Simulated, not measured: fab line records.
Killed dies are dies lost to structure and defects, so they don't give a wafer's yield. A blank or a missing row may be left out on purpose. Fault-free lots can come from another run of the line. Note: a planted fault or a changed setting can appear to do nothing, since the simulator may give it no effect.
Which tool is to blame?	flow gf180mcu	13 lots with 39 wafers sampled at 6 steps, on a route of 602 steps

## WHAT THE GAUGES SHOWED, per wafer
GF_SALICIDE_RS_MEAS_04: uses a four-point probe to measure.
lot	measured	on	SALICIDE_TIN_RS (ohm/sq)
L147	day 14 20:14	film metro-04	16.75 16.95 16.68
L149	day 15 22:58	film metro-04	16.49 16.32 16.41
L151	day 16 16:11	film metro-04	16.70 16.77 16.68
L152	day 17 03:53	film metro-02	16.39 16.22 16.44
L154	day 18 02:09	film metro-03	16.63 16.55 16.67
L157	day 18 16:01	film metro-03	16.83 16.52 16.79
L158	day 19 02:03	film metro-04	16.09 16.09 16.66
L160	day 19 22:25	film metro-02	16.28 15.95 16.10
L161	day 20 04:41	film metro-04	15.96 16.30 15.95
L162	day 20 14:46	film metro-04	16.07 15.94 16.05
L163	day 21 01:51	film metro-04	16.32 16.01 16.59
L169	day 22 22:20	film metro-03	16.02 16.24 16.33
L170	day 23 01:22	film metro-02	16.49 16.54 16.36

GF_CONTACT_RS_MEAS_25: uses a four-point probe to measure.
lot	measured	on	CONTACT_W_RS (ohm/sq)
L147	day 15 19:05	film metro-03	0.384 0.380 0.385
L149	day 16 23:28	film metro-03	0.387 0.387 0.383
L151	day 17 16:55	film metro-02	0.384 0.382 0.384
L152	day 18 04:44	film metro-01	0.388 0.383 0.382
L154	day 19 03:40	film metro-02	0.390 0.387 0.389
L157	day 19 19:13	film metro-01	0.380 0.379 0.376
L158	day 20 04:22	film metro-01	0.388 0.388 0.388
L160	day 21 00:49	film metro-02	0.355 0.358 0.355
L161	day 21 06:29	film metro-02	0.354 0.358 0.354
L162	day 21 16:04	film metro-02	0.350 0.352 0.351
L163	day 22 03:21	film metro-03	0.382 0.382 0.380
L169	day 23 23:56	film metro-02	0.378 0.376 0.382
L170	day 24 02:16	film metro-03	0.382 0.390 0.382

GF_CONTACT_THK_MEAS_26: measures by xrf.
lot	measured	on	CONTACT_W_THK (nm)
L147	day 15 19:12	film metro-03	307 313 307
L149	day 16 23:34	film metro-03	303 305 310
L151	day 17 17:02	film metro-02	308 308 307
L152	day 18 04:50	film metro-01	302 305 307
L154	day 19 03:47	film metro-02	304 306 305
L157	day 19 19:20	film metro-01	309 310 312
L158	day 20 04:29	film metro-01	301 298 299
L160	day 21 00:55	film metro-02	335 331 333
L161	day 21 06:36	film metro-02	333 331 335
L162	day 21 16:11	film metro-02	337 335 338
L163	day 22 03:27	film metro-03	309 312 312
L169	day 24 00:04	film metro-02	312 314 309
L170	day 24 02:23	film metro-03	312 306 312

GF_M1_RS_MEAS_05: uses a four-point probe to measure.
lot	measured	on	M1_ALCU_RS (ohm/sq)
L147	day 15 19:47	film metro-04	0.0696 0.0688 0.0680
L149	day 17 00:10	film metro-01	0.0689 0.0680 0.0684
L151	day 17 17:38	film metro-04	0.0696 0.0683 0.0697
L152	day 18 05:27	film metro-01	0.0705 0.0699 0.0695
L154	day 19 04:29	film metro-01	0.0687 0.0686 0.0688
L157	day 19 19:55	film metro-04	0.0684 0.0689 0.0682
L158	day 20 05:04	film metro-01	0.0701 0.0706 0.0691
L160	day 21 01:31	film metro-04	0.0692 0.0697 0.0697
L161	day 21 07:11	film metro-04	0.0690 0.0686 0.0686
L162	day 21 16:46	film metro-03	0.0695 0.0691 0.0701
L163	day 22 04:03	film metro-04	0.0684 0.0688 0.0678
L169	day 24 00:38	film metro-03	0.0695 0.0681 0.0693
L170	day 24 02:58	film metro-03	0.0691 0.0696 0.0686

## EACH LOT AND THE TOOL THAT RAN IT (in order: tool; ch and the chambers of the sampled wafers; start)
lot	GF_CONTACT_SPUTTER_23	GF_CONTACT_CVD_24
L147	pvd sputter-02, day 15 18:56	cvd w-02 ch 0,1, day 15 18:58
L149	pvd sputter-04, day 16 23:17	cvd w-01 ch 0,1, day 16 23:21
L151	pvd sputter-04, day 17 16:46	cvd w-01 ch 0,1, day 17 16:48
L152	pvd sputter-02, day 18 04:28	cvd w-02 ch 0, day 18 04:34
L154	pvd sputter-04, day 19 03:32	cvd w-01 ch 0,1, day 19 03:34
L157	pvd sputter-02, day 19 19:05	cvd w-02 ch 0,1, day 19 19:07
L158	pvd sputter-01, day 20 04:14	cvd w-01 ch 0,1, day 20 04:16
L160	pvd sputter-02, day 21 00:38	cvd w-01 ch 0,1, day 21 00:43
L161	pvd sputter-02, day 21 06:20	cvd w-01 ch 0, day 21 06:23
L162	pvd sputter-04, day 21 15:55	cvd w-01 ch 0, day 21 15:58
L163	pvd sputter-02, day 22 03:10	cvd w-02 ch 0,1, day 22 03:14
L169	pvd sputter-02, day 23 23:48	cvd w-02 ch 0,1, day 23 23:50
L170	pvd sputter-01, day 24 02:07	cvd w-02 ch 0,1, day 24 02:09
- GF_CONTACT_SPUTTER_23: material TiN, target thk 10 nm, time 40 s.
- GF_CONTACT_CVD_24: deposits W, target thk 300 nm, time 90.339 s.

## AS READ BY THE TOOLS THEMSELVES (means over the sampled wafers that have a number; for cases with no such wafer, the mark the record gives instead)
GF_CONTACT_SPUTTER_23.
lot	tool	throttle valve pct (%)
L147	pvd sputter-02	29.4
L149	pvd sputter-04	29.3
L151	pvd sputter-04	29.1
L152	pvd sputter-02	30.0
L154	pvd sputter-04	29.5
L157	pvd sputter-02	28.9
L158	pvd sputter-01	29.4
L160	pvd sputter-02	29.7
L161	pvd sputter-02	30.1
L162	pvd sputter-04	29.6
L163	pvd sputter-02	30.1
L169	pvd sputter-02	29.5
L170	pvd sputter-01	29.5

GF_CONTACT_CVD_24.
lot	tool	heater power w (W)
L147	cvd w-02	812
L149	cvd w-01	847
L151	cvd w-01	847
L152	cvd w-02	815
L154	cvd w-01	847
L157	cvd w-02	791
L158	cvd w-01	741
L160	cvd w-01	854
L161	cvd w-01	939
L162	cvd w-01	940
L163	cvd w-02	784
L169	cvd w-02	781
L170	cvd w-02	784

## THE ANSWER, worked out from the rows above alone
Rule: what is usual is taken from the lots themselves. Put in order of their means at a reading, lots are off if they are a third of the lots or fewer, leave a main group of 4 or more, and stand apart from it by a gap of 3 or more times the standard deviation of the main group's means; of several such gaps the widest counts. Not used: any main group whose means are identical at the precision the tables above print for the reading. A lot without any number at a reading at which 4 lots or more have one is off too. Any other lot the step has rows for is counted as sound. After the gauges, taken in route order, come the tools' own readings; for these a lot's mean is taken, as printed above. The first step at which some lot is off is used, and at that step the reading that is off furthest; a lot without a number counts as furthest.
Off: at GF_CONTACT_RS_MEAS_25 (CONTACT_W_RS), L160, L161, L162. Mean 0.384 ohm/sq and standard deviation 0.0033 in the main group.
A tool fits if, at a process step before that reading, it ran every lot that is off, and no sound lot after the first of them. The gauges at GF_CONTACT_RS_MEAS_25 are tried like those tools. One fits: cvd w-01 at GF_CONTACT_CVD_24. Its last sound lot is L158 (day 20 04:16), its first lot that is off L160 (day 21 00:43): a fault that began between those two fits.

## WHAT THE SIMULATOR HAD INSERTED
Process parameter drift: cvd w-01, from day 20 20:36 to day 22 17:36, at GF_CONTACT_CVD_24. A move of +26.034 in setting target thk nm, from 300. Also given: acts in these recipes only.
Struck lots among those shown: L160, L161, L162. This agrees with what the rule above found.
